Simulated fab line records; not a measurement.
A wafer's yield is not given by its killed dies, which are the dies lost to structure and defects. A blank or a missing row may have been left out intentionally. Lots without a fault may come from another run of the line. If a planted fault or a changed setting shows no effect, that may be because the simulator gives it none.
Split-lot study | flow sfq line | 23 wafers read across 5 lots, on a route 325 steps long

## THE SPLIT
At SFQ_TRILAYER_M6_LITHO_PEB_162 (peb time 60 s), the setting peb time s was moved away from the recipe's 60 s on 9 of the 23 wafers read, by -5.0% to +11.4%. The other wafers ran this setting at the recipe's value.

## FROM THE SPLIT TO THE READING: what the file shows between them, 2 steps
- SFQ_TRILAYER_M6_LITHO_DEVELOP_161: time 60 s
- SFQ_TRILAYER_M6_BARC_OPEN_METAL_ETCH_206: etches BARC in O2, target depth 125 nm, time 41.7 s

## THE READING
M6.cd nm (the simulator's own value, which no gauge read), in nm, at SFQ_TRILAYER_M6_ETCH_METAL_ETCH_162 (etches Nb in Cl2/Ar, stops on SiO2, target depth 240 nm, time 120 s). The file gives no usual value for it. The 14 wafers here that ran the recipe average 502.3 nm, standard deviation 2.2 nm.

wafer  | tool, chamber at the split | peb time s as run, s | against the recipe | M6.cd nm, nm | against lot-mates on the recipe
L074.2 | litho track-02, 0          | 60                   | recipe             | 501.4        | -
L074.4 | litho track-02, 0          | 60                   | recipe             | 505.2        | -
L074.5 | litho track-02, 0          | 60                   | recipe             | 504.1        | -
L076.2 | litho track-02, 0          | 66.86                | +11.4%             | 489.4        | -15.3
L076.3 | litho track-02, 0          | 60                   | recipe             | 504.1        | -
L076.4 | litho track-02, 0          | 60                   | recipe             | 505.3        | -
L076.5 | litho track-02, 0          | 66.86                | +11.4%             | 489.2        | -15.5
L076.6 | litho track-02, 0          | 66.86                | +11.4%             | 490.8        | -13.9
L078.1 | litho track-02, 0          | 60                   | recipe             | 501.8        | -
L078.2 | litho track-02, 0          | 57.02                | -5.0%              | 508.8        | +6.3
L078.3 | litho track-02, 0          | 57.02                | -5.0%              | 509.8        | +7.3
L078.4 | litho track-02, 0          | 57.02                | -5.0%              | 509.9        | +7.4
L078.5 | litho track-02, 0          | 60                   | recipe             | 503.2        | -
L080.2 | litho track-02, 0          | 60                   | recipe             | 500.9        | -
L080.3 | litho track-02, 0          | 60                   | recipe             | 500.4        | -
L080.4 | litho track-02, 0          | 60                   | recipe             | 503.6        | -
L080.5 | litho track-02, 0          | 60                   | recipe             | 500.3        | -
L080.6 | litho track-02, 0          | 60                   | recipe             | 503.8        | -
L083.1 | litho track-01, 0          | 57.45                | -4.2%              | 504.3        | +5.3
L083.3 | litho track-01, 0          | 60                   | recipe             | 500.7        | -
L083.4 | litho track-01, 0          | 60                   | recipe             | 497.4        | -
L083.5 | litho track-01, 0          | 57.45                | -4.2%              | 509          | +10.0
L083.6 | litho track-01, 0          | 57.45                | -4.2%              | 504.2        | +5.2

FIT RESULTS
A straight line over all 23 wafers: M6.cd nm changes by -1.12 nm for each +1% of peb time s; r = -0.93; the points scatter about the line by 2.1 nm.
The same after taking each lot's own level away (the mean of its wafers on the recipe; 23 wafers): -1.35 nm for each +1%; r = -0.98; scatter 1.5 nm.
On that fit, the largest move of peb time s shifts the reading by 15 nm.
From 499.05 to 504.70 nm: that is the span of the lots' own levels, equal to 2.6 times the standard deviation above.
So the slope is not independent of the lot-to-lot level: the two fits are not the same.
Check: for one of the wafers moved furthest among these (+11.4%), held out of the fit, the line's prediction against its lot-mates is -15.2 nm. Against them it came out at -15.3 nm.

## OTHER SPLITS ON THESE WAFERS
Before the reading, these wafers also passed through other splits. Each is held against what the fit with the lots' levels taken away leaves over:
other split on the same wafers                  | wafers away from the commonest value | r with M6.cd nm (lot level and that fit taken away)
SFQ_TRILAYER_R5_ETCH_METAL_ETCH_139 bias w      | 6                                    | +0.16
SFQ_TRILAYER_I5_LITHO_PEB_147 peb time s        | 10                                   | +0.19
SFQ_TRILAYER_C5_LITHO_COAT_156 resist thk nm    | 4                                    | -0.23
SFQ_TRILAYER_C5_BARC_OPEN_VIA_ETCH_210 source w | 7                                    | -0.08
SFQ_TRILAYER_M6_LITHO_COAT_159 spin rpm         | 8                                    | -0.03

## THE WHOLE CHAIN: every reading that the file lists as answering this split, in the file's order
step                                     | what it does                                                        | reading                                                   | change (the file's fit)              | r (the file's)
SFQ_TRILAYER_M6_BARC_OPEN_METAL_ETCH_206 | etches BARC in O2, target depth 125 nm, time 41.7 s                 | M6.cd nm (the simulator's own value, which no gauge read) | -1.34 nm for each +1% of the setting | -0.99
SFQ_TRILAYER_M6_ETCH_METAL_ETCH_162      | etches Nb in Cl2/Ar, stops on SiO2, target depth 240 nm, time 120 s | M6.cd nm (the simulator's own value, which no gauge read) | -1.35 nm for each +1% of the setting | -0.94

## THE FILE'S OWN FIT
M6.cd nm changes by -1.35 nm for each +1% of peb time s, r = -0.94.
